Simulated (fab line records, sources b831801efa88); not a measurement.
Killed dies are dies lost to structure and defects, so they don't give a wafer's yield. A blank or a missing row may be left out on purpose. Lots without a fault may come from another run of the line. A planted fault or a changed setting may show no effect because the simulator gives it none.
One fault seen from 2 desks | flow sky130 | each desk has only its own numbers; what lay behind them comes last

THE TOOL OWNER'S DESK: lpcvd-01
The tool's own readings at SKY_POLY_GATE_CVD_00 (deposits poly-Si, target thk 180 nm, time 720 s): means of the sampled wafers that have a number, for each lot that ran on this tool. A lot is out of limits, marked OUT, if its mean lies more than 4 standard deviations from the usual mean; the brackets give that distance.
Columns: A = spike_tc_centre_C at SKY_POLY_GATE_CVD_00, usual 620.7 C; B = spike_tc_lower_C at SKY_POLY_GATE_CVD_00, usual 619.7 C; C = spike_tc_upper_C at SKY_POLY_GATE_CVD_00, usual 618.6 C; D = zone_power_centre_pct at SKY_POLY_GATE_CVD_00, usual 9.5 %; E = zone_power_lower_pct at SKY_POLY_GATE_CVD_00, usual 8.3 %; F = zone_power_upper_pct at SKY_POLY_GATE_CVD_00, usual 8.16 %
lot  | first seen here | A               | B                | C                | D             | E               | F
L829 | day 14 10:52    | 620.5           | 619.4            | 616.7            | 9.8           | 7.5             | 8.27
L830 | day 14 10:52    | 619.6           | 618.5            | 616.7            | 9.8           | 7.6             | 8.26
L834 | day 15 12:28    | 618.7           | 620.1            | 617.6            | 9.7           | 7.5             | 8.25
L835 | day 15 18:47    | 619.5           | 619.2            | 618.3            | 9.8           | 7.5             | 8.24
L836 | day 16 05:29    | 619.6           | 618.9            | 618.6            | 9.8           | 7.5             | 8.34
L838 | day 16 23:48    | 622.8           | 620.3            | 619.9            | 9.0           | 9.7             | 8.01
L841 | day 17 19:09    | 590.1 (-17) OUT | 624.0 (+4.3) OUT | 625.7 (+4.2) OUT | 3.6 (-16) OUT | 12.9 (+4.6) OUT | 10.46 (+15) OUT
L850 | day 22 00:47    | 619.6           | 620.1            | 617.0            | 9.8           | 7.5             | 8.24
L852 | day 22 03:08    | 619.6           | 619.5            | 616.9            | 9.7           | 7.5             | 8.26
L851 | day 22 08:58    | 623.2           | 619.7            | 620.8            | 9.1           | 9.8             | 7.99
This desk's finding: out of limits on L841; first on L841, day 17 19:09 (spike_tc_centre_C at SKY_POLY_GATE_CVD_00). In limits: L829, L830, L834, L835, L836, L838, L850, L852, L851.

THE METROLOGY DESK
What the gauges read, lot by lot, whatever tool the lot ran on: means of the sampled wafers that have a number. A lot is out of limits, marked OUT, if its mean lies more than 4 standard deviations from the usual mean; the brackets give that distance.
Columns: A = VT_ADJUST_LVTN_2_TW at SKY_VT_ADJUST_LVTN_TW_MEAS_21, usual 187.4; B = POLY_GATE_CVD_00_THK at SKY_POLY_GATE_THK_MEAS_01, usual 180.1 nm
lot  | first seen here | A     | B
L829 | day 7 16:35     | 184.9 | 178.9
L830 | day 8 00:26     | 184.6 | 180.5
L834 | day 9 04:40     | 183.7 | 180.2
L835 | day 9 07:41     | 190.2 | 180.4
L836 | day 9 17:19     | 183.8 | 180.9
L838 | day 10 03:37    | 187.5 | 179.3
L841 | day 10 23:43    | 189.1 | 162.9 (-10) OUT
L850 | day 14 08:16    | 185.4 | 180.7
L852 | day 14 12:01    | 185.9 | 178.7
L851 | day 14 16:47    | 188.2 | 178.8
This desk's finding: out of limits on L841; first on L841, day 17 20:21 (POLY_GATE_CVD_00_THK at SKY_POLY_GATE_THK_MEAS_01). In limits: L829, L830, L834, L835, L836, L838, L850, L852, L851.

PUT TOGETHER
The tool owner's desk could have raised an alarm at day 17 19:09, on L841.
The metrology desk could have raised an alarm at day 17 20:21, on L841.
Of the lots named, all ran SKY_POLY_GATE_CVD_00 on lpcvd-01.

WHAT THE SIMULATOR HAD PUT IN
Process parameter drift: lpcvd-01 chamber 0, from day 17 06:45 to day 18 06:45, at SKY_POLY_GATE_CVD_00. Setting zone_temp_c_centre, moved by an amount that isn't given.
Lots struck among those shown: L841.
Hours from the fault's start to each desk's first reading out of limits: the tool owner's desk, 12; the metrology desk, 14.
